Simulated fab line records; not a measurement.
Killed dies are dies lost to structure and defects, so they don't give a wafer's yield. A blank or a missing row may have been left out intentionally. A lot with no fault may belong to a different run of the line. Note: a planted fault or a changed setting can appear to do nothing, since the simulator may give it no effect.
fab line records	flow sky130
record lots=6	wafers=18	lastDay=50
route steps=708 shown METAL4@622
lots that met no fault: taken from a fault-free run of the same line
startH: hours from the record's opening day to when the first of the lot's shown wafers began	waitH: hours since the lot's step before	" identical to the entry in the row above	L1.1+2: several wafers, shown together as one row	- no value present, or no start provided	* or withheld: withheld	< > ~ a bound
route shown NAME@n: NAME is a module with steps in the file, n the number in the route of the first one	usual: mean and standard deviation over wafers with no fault	same: alike in all rows	chamber/n: place in a boat	sites: each site's reading	_std_site: the standard deviation of these	_edge_site: the outer-site mean with the inner-site mean subtracted	radiusMm: how far each site lies from the wafer's centre	mask NAME#n: copy n	behind: the last tool/chamber to shape the wafer	hold: the reason the lot was held/the length of the hold in hours/how it ended	device: transistor that didn't switch, given as n, p or np	end of line: tests run on the same wafers once the route is complete	step lacking rows: just its recipe	killed: at the first sort, the dies lost to defects and structure; wafer yield is something else	map: a wafer's dies, marking killed ones x, the rest . and places with no die _
set.NAME: the run value of the setting; set.NAME@STEP: its run value at that earlier step	model.NAME: the simulator's own value behind a step, which no gauge read
lots seen at some steps along the route; tables by step, rows by wafer
services: the hour from which a tool's chamber was out of use, counted from the record's first day as startH (under 0 if before that day), plus the number of hours and why
## steps
# step SKY_METAL4_HMDS_06
# recipe primeTimeS=60	primeTempC=120
# step SKY_METAL4_COAT_07
# recipe resist=BARC	tempC=withheld	timeS=withheld	spinRpm=3000	resistThkNm=60
# step SKY_METAL4_COAT_08
# recipe resist=KrF-thick	spinRpm=3000	resistThkNm=1140
# step SKY_METAL4_SOFTBAKE_09
# recipe tempC=100	timeS=90	resist=KrF-thick
# step SKY_METAL4_EXPOSE_10
# recipe maskId=MM4	na=0.68	sourceShape=annular	sigmaInner=0.4	sigmaOuter=0.8	targetCdNm=300	doseMj=28
# step SKY_METAL4_PEB_11
# recipe pebTempC=withheld	pebTimeS=withheld	resist=KrF-thick
# step SKY_METAL4_DEVELOP_12
# recipe developTimeS=60	resist=KrF-thick	devTempC=21
# step SKY_METAL4_CD_MEAS_13
# recipe targetCdNm=300
# usual cdNm=300.1/1.2
lot.wafer	tool	chamber	startH	waitH	cdNm
L848.4	cdSem-01	-	1015.32	-	301.1
L848.5	"	-	"	"	300.3
L848.6	"	-	"	"	300.5
L849.2	cdSem-01	-	1045.40	-	301.3
L849.4	"	-	"	"	300.6
L849.5	"	-	"	"	303.5
L855.3	cdSem-02	-	1066.53	-	299.9
L855.4	"	-	"	"	300.2
L855.5	"	-	"	"	302.1
L856.1	cdSem-01	-	1081.56	-	301.5
L856.3	"	-	"	"	301.7
L856.4	"	-	"	"	301.0
L860.3	cdSem-01	-	1093.70	-	297.4
L860.5	"	-	"	"	299.4
L860.6	"	-	"	"	299.5
L866.2	cdSem-02	-	1120.66	-	299.7
L866.3	"	-	"	"	301.0
L866.5	"	-	"	"	298.6
# step SKY_METAL4_OVL_MEAS_14
# usual METAL4_OVL=1/6.5
lot.wafer	tool	chamber	startH	waitH	METAL4_OVL[nm]
L848.4	overlay-01	-	1015.39	0.1	2
L848.5	"	-	"	"	9
L848.6	"	-	"	"	1
L849.2	overlay-02	-	1045.51	0.1	-6
L849.4	"	-	"	"	2
L849.5	"	-	"	"	-4
L855.3	overlay-01	-	1066.63	0.1	-6
L855.4	"	-	"	"	-8
L855.5	"	-	"	"	-2
L856.1	overlay-01	-	1081.68	0.1	5
L856.3	"	-	"	"	9
L856.4	"	-	"	"	8
L860.3	overlay-02	-	1093.79	0.1	-1
L860.5	"	-	"	"	-2
L860.6	"	-	"	"	2
L866.2	overlay-01	-	1120.77	0.1	10
L866.3	"	-	"	"	2
L866.5	"	-	"	"	-1
# step SKY_METAL4_DESCUM_15
# recipe chemistry=O2	sourcePowerW=150	biasPowerW=0	pressureMtorr=10	tempC=40	timeS=8
# usual drypumpMotorCurrentA=5.6/0.35	oesProductAu=1.000/0.011
# same biasPowerW=0
lot.wafer	tool	chamber	startH	waitH	drypumpMotorCurrentA	oesProductAu	rfHoursCounterH
L848.4	rieMetal-04	0	1015.42	0.0	5.9	0.976	-
L848.5	"	1	"	"	5.6	0.976	-
L848.6	"	0	"	"	5.9	0.986	-
L849.2	rieMetal-04	0	1045.54	0.0	5.9	1.000	19
L849.4	"	1	"	"	5.7	0.993	-
L849.5	"	0	"	"	5.9	1.003	-
L855.3	rieMetal-01	0	1066.66	0.0	5.9	1.018	-
L855.4	"	1	"	"	5.0	1.018	-
L855.5	"	0	"	"	5.9	1.003	-
L856.1	rieMetal-04	1	1081.71	0.0	5.7	1.001	8
L856.3	"	1	"	"	5.7	1.005	-
L856.4	"	0	"	"	5.9	0.991	-
L860.3	rieMetal-04	0	1093.82	0.0	5.9	0.989	-
L860.5	"	0	"	"	5.9	1.010	-
L860.6	"	1	"	"	5.7	1.003	-
L866.2	rieMetal-04	1	1120.80	0.0	5.7	0.999	11
L866.3	"	0	"	"	5.9	0.990	-
L866.5	"	1	"	"	5.7	0.985	-
# step SKY_METAL4_ETCH_16
# recipe chemistry=N2/H2	target=BARC	ionEnergyEv=200	biasW=100	pressureMtorr=30	n2FlowSccm=100	h2FlowSccm=200	icpW=500	stopOn=SiO2	timeS=88.2	targetDepthA=600
# usual drypumpMotorCurrentA=5.6/0.35	oesProductAu=0.626/0.0045	runLengthS=116.4/0.3	throttleValvePct=13.204/0.009
lot.wafer	tool	chamber	startH	waitH	drypumpMotorCurrentA	oesProductAu	rfHoursCounterH	runLengthS	throttleValvePct
L848.4	rieMetal-04	0	1015.48	0.0	5.9	0.629	-	116.5	13.184
L848.5	"	1	"	"	5.7	0.630	-	116.7	13.198
L848.6	"	0	"	"	5.9	0.624	-	116.6	13.194
L849.2	rieMetal-04	0	1045.57	0.0	5.9	0.618	19	116.4	13.206
L849.4	"	1	"	"	5.7	0.623	-	116.0	13.198
L849.5	"	0	"	"	5.9	0.635	-	116.4	13.200
L855.3	rieMetal-01	0	1066.71	0.0	5.9	0.625	-	116.5	13.197
L855.4	"	1	"	"	5.0	0.622	-	116.3	13.211
L855.5	"	0	"	"	5.9	0.623	-	116.5	13.194
L856.1	rieMetal-04	1	1081.74	0.0	5.7	0.620	8	116.3	13.215
L856.3	"	1	"	"	5.7	0.616	-	116.1	13.208
L856.4	"	0	"	"	5.9	0.620	-	116.7	13.200
L860.3	rieMetal-04	0	1093.88	0.0	5.9	0.628	-	116.7	13.212
L860.5	"	0	"	"	5.8	0.633	-	116.9	13.203
L860.6	"	1	"	"	5.7	0.626	-	116.0	13.197
L866.2	rieMetal-04	1	1120.83	0.0	5.7	0.629	11	116.0	13.210
L866.3	"	0	"	"	5.9	0.634	-	116.4	13.205
L866.5	"	1	"	"	5.7	0.627	-	115.9	13.205
# step SKY_METAL4_ETCH_17
# recipe target=SiO2	stopOn=TiN	chemistry=C4F8/O2/Ar	sourceW=1500	biasW=1200	pressureMtorr=40	c4f8FlowSccm=withheld	O2_flow_sccm=6	Ar_flow_sccm=300	timeS=3.9	targetDepthA=150
# usual oesProductAu=0.755/0.008
lot.wafer	tool	chamber	startH	waitH	oesProductAu
L848.4	rieDiel-01	0	1015.54	0.0	0.751
L848.5	"	1	"	"	0.745
L848.6	"	0	"	"	0.757
L849.2	rieDiel-04	1	1045.67	0.1	0.753
L849.4	"	1	"	"	0.758
L849.5	"	3	"	"	0.753
L855.3	rieDiel-02	2	1066.78	0.0	0.752
L855.4	"	0	"	"	0.744
L855.5	"	0	"	"	0.756
L856.1	rieDiel-04	1	1081.84	0.1	0.737
L856.3	"	0	"	"	0.740
L856.4	"	3	"	"	0.751
L860.3	rieDiel-01	3	1093.94	0.0	0.747
L860.5	"	3	"	"	0.748
L860.6	"	2	"	"	0.750
L866.2	rieDiel-02	0	1120.93	0.1	0.742
L866.3	"	2	"	"	0.750
L866.5	"	0	"	"	0.758
# step SKY_METAL4_METAL_ETCH_18
# recipe targetDepthA=8450	stopOn=SiO2	overEtchFrac=0.3	timeS=183.1	chemistry=Cl2/BCl3	resistSidewallDeg=88	pressureMtorr=10	icpW=900	biasW=48.5	Cl2_flow_sccm=60	bcl3FlowSccm=30
# usual drypumpMotorCurrentA=5.6/0.39	oesProductAu=0.868/0.0065	runLengthS=211.4/0.7	throttleValvePct=22.263/0.0093
lot.wafer	tool	chamber	startH	waitH	drypumpMotorCurrentA	oesProductAu	rfHoursCounterH	runLengthS	throttleValvePct	model.KrF-thick_of_METAL4_COAT_08.thkNm
L848.4	rieMetal-03	0	1015.62	0.1	5.9	0.866	-	211.7	22.272	534.9
L848.5	"	0	"	"	5.9	0.861	-	211.3	22.257	532.3
L848.6	"	1	"	"	5.6	0.869	-	211.8	22.259	522.9
L849.2	rieMetal-03	0	1045.69	0.0	5.9	0.863	6	211.1	22.264	526.4
L849.4	"	1	"	"	5.6	0.866	-	211.4	22.267	523.9
L849.5	"	1	"	"	5.6	0.864	-	211.6	22.271	527.2
L855.3	rieMetal-03	1	1066.86	0.1	5.6	0.830	-	226.9	22.261	484.8
L855.4	"	0	"	"	5.9	0.867	-	211.4	22.254	529.3
L855.5	"	0	"	"	5.9	0.866	-	211.0	22.248	529.1
L856.1	rieMetal-03	0	1081.86	0.0	5.9	0.865	9	211.4	22.271	516.5
L856.3	"	1	"	"	5.7	0.837	-	226.8	22.267	467.7
L856.4	"	0	"	"	5.9	0.867	-	211.7	22.265	514.3
L860.3	rieMetal-01	1	1094.08	0.1	5.0	0.874	-	211.0	22.258	515.1
L860.5	"	1	"	"	5.0	0.870	-	211.0	22.261	516.9
L860.6	"	1	"	"	5.0	0.872	-	211.4	22.269	520
L866.2	rieMetal-01	1	1120.95	0.0	5.0	0.864	21	210.9	22.263	514.3
L866.3	"	0	"	"	5.9	0.863	-	211.6	22.272	519.1
L866.5	"	0	"	"	5.9	0.865	-	211.7	22.263	524.3
# step SKY_METAL4_STRIP_19
# recipe chemistry=O2/N2	powerW=1400	pressureMtorr=1500	platenTempC=withheld	o2FlowSccm=3000	n2FlowSccm=300	overashFraction=0.5
# usual drypumpMotorCurrentA=5.9/0.45	oesProductAu=0.501/0.0051	stripTimeToEndpointS=6.50/0.078
# same overashFraction=0.5
lot.wafer	tool	chamber	startH	waitH	drypumpMotorCurrentA	oesProductAu	rfHoursCounterH	stripTimeToEndpointS
L848.4	plasmaAsher-04	0	1015.77	0.1	6.6	0.510	-	6.61
L848.5	"	1	"	"	5.4	0.508	-	6.59
L848.6	"	0	"	"	6.6	0.506	-	6.50
L849.2	plasmaAsher-04	0	1045.86	0.1	6.6	0.506	88	6.53
L849.4	"	0	"	"	6.6	0.501	-	6.49
L849.5	"	1	"	"	5.4	0.502	-	6.54
L855.3	plasmaAsher-04	0	1067.01	0.1	6.6	0.477	-	6.11
L855.4	"	1	"	"	5.4	0.504	-	6.56
L855.5	"	0	"	"	6.6	0.504	-	6.56
L856.1	plasmaAsher-04	0	1082.04	0.1	6.6	0.490	92	6.42
L856.3	"	1	"	"	5.4	0.475	-	5.93
L856.4	"	0	"	"	6.6	0.498	-	6.40
L860.3	plasmaAsher-04	1	1094.35	0.2	5.4	0.492	-	6.42
L860.5	"	1	"	"	5.4	0.497	-	6.43
L860.6	"	0	"	"	6.6	0.505	-	6.45
L866.2	plasmaAsher-01	1	1121.13	0.1	5.9	0.501	7	6.41
L866.3	"	1	"	"	5.9	0.502	-	6.44
L866.5	"	1	"	"	5.9	0.499	-	6.51
# step SKY_METAL4_STRIP_20
# recipe chemistry=postEtchResidueRemover	timeS=1200	tempC=72.5
## services
tool	chamber	startH	hours	kind
plasmaAsher-04	-	1020.08	2.3	repair
rieDiel-02	2	1022.33	3.2	repair
rieDiel-04	3	1026.41	3.1	repair
rieDiel-04	-	1028.07	0.6	repair
rieDiel-01	-	1030.24	2.8	pm
rieMetal-03	-	1035.85	1.5	repair
rieDiel-02	1	1037.27	9.3	repair
rieDiel-04	3	1039.84	3.2	repair
rieDiel-01	3	1043.77	1.9	repair
rieDiel-04	2	1045.67	1.2	repair
rieDiel-02	0	1047.60	3.3	repair
rieMetal-04	1	1048.71	2.9	repair
rieDiel-02	2	1053.83	2.4	repair
plasmaAsher-01	-	1055.25	9.0	pm
plasmaAsher-01	0	1055.25	9.0	ventCycle
rieDiel-04	-	1056.54	0.3	repair
plasmaAsher-04	-	1068.54	0.9	repair
rieMetal-01	0	1069.70	25.1	repair
rieDiel-04	-	1078.19	2.8	pm
rieDiel-02	-	1101.00	0.4	repair
plasmaAsher-04	-	1109.04	1.8	repair
rieDiel-04	-	1109.71	0.4	repair
rieMetal-01	0	1115.47	4.7	repair
rieDiel-02	3	1120.39	3.5	repair
## key
firstSign step=SKY_METAL4_METAL_ETCH_18	reading=runLengthS	direction=up	sigmas=22	usual=*	struck=*
effect step=SKY_METAL4_METAL_ETCH_18	reading=oesProductAu	direction=down	sigmas=5.3	usual=0.868	struck=0.833
effect step=SKY_METAL4_STRIP_19	reading=stripTimeToEndpointS	direction=down	sigmas=6.1	usual=*	struck=*
modelEffect step=SKY_METAL4_METAL_ETCH_18	value=KrF-thick_of_METAL4_COAT_08.thkNm	without=522.3	struck=476.2
metAt SKY_METAL4_METAL_ETCH_18
struckWafers L855.3,L856.3
onsetBetween 1045.69 1066.86
fault kind=processParameterDrift	tool=rieMetal-03	chamber=-	onsetH=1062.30	steps=SKY_METAL4_METAL_ETCH_18	channel=timeS	offset=*	shape=step	endH=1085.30	scope=struckWafersOnly	actsIn=*	stated=*
